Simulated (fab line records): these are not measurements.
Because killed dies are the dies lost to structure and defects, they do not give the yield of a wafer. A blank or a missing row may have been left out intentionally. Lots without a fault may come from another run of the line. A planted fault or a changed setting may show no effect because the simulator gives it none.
fab line records | flow sky130
[record] lots = 6 | wafers = 18 | lastDay = 50
route steps=708 shown LDD_N@238 PAD_OPEN@708
lots untouched by any fault: they come from a run of this same line in which no faults occurred
startH: hours from the record's opening day to when the first of the lot's shown wafers began | waitH: how many hours have passed since the lot's step before this one | " same as the row above | L1.1+2: a single row standing in for several wafers | - no value present, or no start provided | * or withheld: withheld | < > ~ a bound
route shown NAME@n: NAME is a module with steps in the file, n the number in the route of the first one | usual: average and standard deviation across the fault-free wafers | same: alike in all rows | chamber/n: place in a boat | sites: the reading at each site | _std_site: standard deviation across them | _edge_site: outer sites' mean less inner sites' | radiusMm: for every site, how far away it sits from the centre of the wafer | mask NAME#n: copy n | behind: tool/chamber where the wafer was last shaped | hold: reason for holding the lot/hours on hold/outcome of the hold | device: transistor that didn't switch, given as n, p or np | end of line: the route-end tests of the same wafers | a step without rows: its recipe alone | killed: at the first sort, the dies lost to defects and structure; wafer yield is something else | map: shows each die of a wafer: x if killed, . if not, _ if none is there
set.NAME: the run value of the setting; set.NAME@STEP: its run value at that earlier step | model.NAME: the simulator's own value behind a step, which no gauge read
lots at selected steps of the route; one table per step, one row per wafer
services: a tool's chamber out of use, with start hour (startH, from the record's first day; less than 0 if before it), hours out, and reason
[[steps]]
[step SKY_LDD_N_HMDS_01]
[recipe] primeTimeS = 60 | primeTempC = 120
[step SKY_LDD_N_COAT_02]
[recipe] resist = NOVOLAK | spinRpm = 3000 | resistThkNm = 300
[step SKY_LDD_N_SOFTBAKE_03]
[recipe] tempC = 90 | timeS = 60 | resist = NOVOLAK
[step SKY_LDD_N_EXPOSE_04]
[recipe] maskId = NTM | targetCdNm = 840 | na = 0.6 | sourceShape = conventional | sigmaOuter = 0.6 | doseMj = 110
[step SKY_LDD_N_PEB_05]
[recipe] tempC = withheld | timeS = * | resist = NOVOLAK
[step SKY_LDD_N_DEVELOP_06]
[recipe] developTimeS = 60 | devTempC = 23
[step SKY_LDD_N_OVL_MEAS_07]
[usual] LDD_N_OVL = -1.1/1.4
lot.wafer | tool       | chamber | startH | waitH | LDD_N_OVL[nm]
L836.1    | overlay-01 | -       | 443.43 | 0.1   | -1.6
L836.2    | "          | -       | "      | "     | -1.0
L836.3    | "          | -       | "      | "     | -2.8
L846.2    | overlay-02 | -       | 509.02 | 0.1   | -0.9
L846.3    | "          | -       | "      | "     | -1.5
L846.6    | "          | -       | "      | "     | -2.3
L847.1    | overlay-01 | -       | 520.66 | 0.1   | -3.8
L847.5    | "          | -       | "      | "     | -2.9
L847.6    | "          | -       | "      | "     | -3.4
L848.2    | overlay-01 | -       | 525.86 | 0.1   | -2.5
L848.4    | "          | -       | "      | "     | -3.0
L848.6    | "          | -       | "      | "     | -3.9
L849.1    | overlay-02 | -       | 539.33 | 0.1   | -0.6
L849.2    | "          | -       | "      | "     | -1.8
L849.5    | "          | -       | "      | "     | -3.3
L856.1    | overlay-02 | -       | 597.18 | 0.1   | -2.5
L856.2    | "          | -       | "      | "     | -4.0
L856.6    | "          | -       | "      | "     | -2.3
[step SKY_LDD_N_IMPLANT_08]
[recipe] species = As | energyKev = 20 | doseCm2 = 7.5e+13 | tiltDeg = withheld | rotationDeg = 23
[step SKY_LDD_N_IMPLANT_09]
[recipe] species = As | energyKev = 20 | doseCm2 = 7.5e+13 | tiltDeg = withheld | rotationDeg = 113
[step SKY_LDD_N_IMPLANT_10]
[recipe] species = As | energyKev = 20 | doseCm2 = 7.5e+13 | tiltDeg = withheld | rotationDeg = 203
[step SKY_LDD_N_IMPLANT_11]
[recipe] species = As | energyKev = 20 | doseCm2 = 7.5e+13 | tiltDeg = withheld | rotationDeg = 293
[step SKY_LDD_N_IMPLANT_12]
[recipe] species = BF2 | energyKev = 50 | doseCm2 = 5e+12 | tiltDeg = 30 | rotationDeg = 0
[step SKY_LDD_N_IMPLANT_13]
[recipe] species = BF2 | energyKev = 50 | doseCm2 = 5e+12 | tiltDeg = 30 | rotationDeg = 90
[usual] beamEnergyKeV = 50.000/0.017 | beamOnS = 10.01/0.2
lot.wafer | tool         | chamber | startH | waitH | beamEnergyKeV | beamOnS | model.implant.rpNm | model.implant.drpNm
L836.1    | implanter-01 | 0       | 444.22 | 0.1   | 50.013        | 9.85    | 33.12              | 18.83
L836.2    | "            | 0       | "      | "     | 49.995        | 10.14   | 33.12              | 18.83
L836.3    | "            | 0       | "      | "     | 49.991        | 9.87    | 33.12              | 18.83
L846.2    | implanter-02 | 0       | 509.82 | 0.1   | 50.000        | 10.00   | 33.88              | 18.83
L846.3    | "            | 0       | "      | "     | 50.020        | 10.16   | 33.88              | 18.83
L846.6    | "            | 0       | "      | "     | 50.002        | 10.29   | 33.88              | 18.83
L847.1    | implanter-01 | 0       | 521.45 | 0.1   | 55.419        | 10.24   | 34.88              | 20.33
L847.5    | "            | 0       | "      | "     | 55.459        | 10.35   | 34.88              | 20.33
L847.6    | "            | 0       | "      | "     | 55.416        | 9.86    | 34.88              | 20.33
L848.2    | implanter-04 | 0       | 526.66 | 0.1   | 49.989        | 10.02   | 31.7               | 18.83
L848.4    | "            | 0       | "      | "     | 49.999        | 9.74    | 31.7               | 18.83
L848.6    | "            | 0       | "      | "     | 49.994        | 9.69    | 31.7               | 18.83
L849.1    | implanter-01 | 0       | 540.11 | 0.1   | 55.402        | 10.15   | 35.34              | 20.33
L849.2    | "            | 0       | "      | "     | 55.420        | 9.86    | 35.34              | 20.33
L849.5    | "            | 0       | "      | "     | 55.435        | 10.32   | 35.34              | 20.33
L856.1    | implanter-04 | 0       | 597.96 | 0.1   | 50.023        | 9.81    | 32.86              | 18.83
L856.2    | "            | 0       | "      | "     | 50.011        | 10.06   | 32.86              | 18.83
L856.6    | "            | 0       | "      | "     | 49.992        | 10.23   | 32.86              | 18.83
[step SKY_LDD_N_IMPLANT_14]
[recipe] species = BF2 | energyKev = 50 | doseCm2 = 5e+12 | tiltDeg = 30 | rotationDeg = 180
[step SKY_PAD_OPEN_PROBE_99]
[usual] killed_at_M0_to_M3 = 43/7 | killed_at_M4_up = 3.1/1.9 | killedAtContacts = 25/6.1 | killedAtFrontEnd = 15/4.5 | killedAtOther = 0.3/0.55 | killedDies = 87/8.9 | killedOpen = 47/6.4 | killedShort = 40/6.6
[same] grossDies = 492 | killedAtBackSide = 0
lot.wafer | tool      | chamber | startH  | waitH | killed_at_M0_to_M3 | killed_at_M4_up | killedAtContacts | killedAtFrontEnd | killedAtOther | killedDies | killedOpen | killedShort
L836.1    | prober-01 | -       | 1109.12 | 0.1   | 49                 | 2               | 25               | 10               | 0             | 86         | 41         | 45
L836.2    | prober-01 | -       | 1109.17 | 0.1   | 39                 | 5               | 27               | 12               | 0             | 83         | 47         | 35
L836.3    | prober-01 | -       | 1109.22 | 0.2   | 40                 | 4               | 35               | 13               | 0             | 92         | 47         | 44
L848.2    | prober-02 | -       | 1162.92 | 0.1   | 39                 | 7               | 24               | 12               | 0             | 82         | 46         | 36
L848.4    | prober-02 | -       | 1163.02 | 0.2   | 40                 | 1               | 28               | 9                | 3             | 81         | 48         | 32
L848.6    | prober-02 | -       | 1163.12 | 0.2   | 42                 | 1               | 17               | 17               | 0             | 77         | 30         | 47
// killed by level:class
L836.1 CONTACT:geometricParticle:open=9 VIA1:geometricParticle:open=9 METAL3:geometricParticle:short=7 LI_CONTACT:geometricParticle:short=6 METAL2:geometricParticle:short=6 FIELD_ISO:geometricParticle:open=5 METAL1:geometricParticle:short=5 VIA2:geometricParticle:open=5
L836.2 LI_CONTACT:geometricParticle:open=12 VIA1:geometricParticle:open=8 CONTACT:geometricParticle:open=7 VIA1:geometricParticle:short=7 VIA2:geometricParticle:open=6 VIA3:geometricParticle:open=5 METAL2:geometricParticle:short=4 FIELD_ISO:geometricParticle:short=3
L836.3 CONTACT:geometricParticle:open=12 LI_CONTACT:geometricParticle:open=11 VIA3:geometricParticle:open=9 METAL1:geometricParticle:short=7 CONTACT:geometricParticle:short=5 METAL2:geometricParticle:short=5 VIA1:geometricParticle:open=5 POLY_GATE:geometricParticle:short=4
L848.2 VIA2:geometricParticle:open=10 CONTACT:geometricParticle:open=9 VIA1:geometricParticle:short=7 CONTACT:geometricParticle:short=6 VIA1:geometricParticle:open=6 VIA3:geometricParticle:open=5 METAL4:geometricParticle:short=5 POLY_GATE:geometricParticle:open=4
L848.4 VIA1:geometricParticle:open=13 CONTACT:geometricParticle:short=8 VIA2:geometricParticle:open=8 VIA1:geometricParticle:short=7 CONTACT:geometricParticle:open=7 LI_CONTACT:geometricParticle:open=6 VIA3:geometricParticle:open=6 FIELD_ISO:geometricParticle:short=4
L848.6 VIA1:geometricParticle:open=11 LI_CONTACT:geometricParticle:short=7 METAL1:geometricParticle:short=5 VIA1:geometricParticle:short=5 VIA2:geometricParticle:short=5 CONTACT:geometricParticle:open=4 METAL3:geometricParticle:short=4 METAL2:geometricParticle:short=4
[[services]]
tool         | chamber | startH | hours | kind
implanter-04 | -       | 421.08 | 4.0   | pm
implanter-02 | -       | 422.42 | 3.4   | repair
implanter-01 | -       | 432.44 | 3.0   | pm
implanter-01 | -       | 502.54 | 2.8   | repair
implanter-02 | -       | 538.73 | 4.0   | pm
implanter-01 | -       | 552.13 | 5.5   | repair
[[key]]
[firstSign] step = SKY_LDD_N_IMPLANT_13 | reading = beamEnergyKeV | direction = up | sigmas = 99+ | usual = * | struck = *
effect none on later readings
[modelEffect] step = SKY_LDD_N_IMPLANT_13 | value = implant.rpNm | without = 31.7 | struck = 35.11
metAt SKY_LDD_N_IMPLANT_13
struckWafers L847.1,L847.5,L847.6,L849.1,L849.2,L849.5
testerLeftOut L847,L849
onsetBetween 444.22 521.45
[fault] kind = processParameterDrift | tool = implanter-01 | chamber = - | onsetH = 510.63 | steps = SKY_LDD_N_IMPLANT_13 | channel = energyKev | offset = * | shape = step | endH = 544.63 | actsIn = * | stated = *
// testerLeftOut: of these lots the tester's yield and bins aren't shown, on N5 and GAA mostly nor the transistor test; their killed dies are dies lost to structure and defects alone, not to doping, threshold or leakage, so they don't give the yield
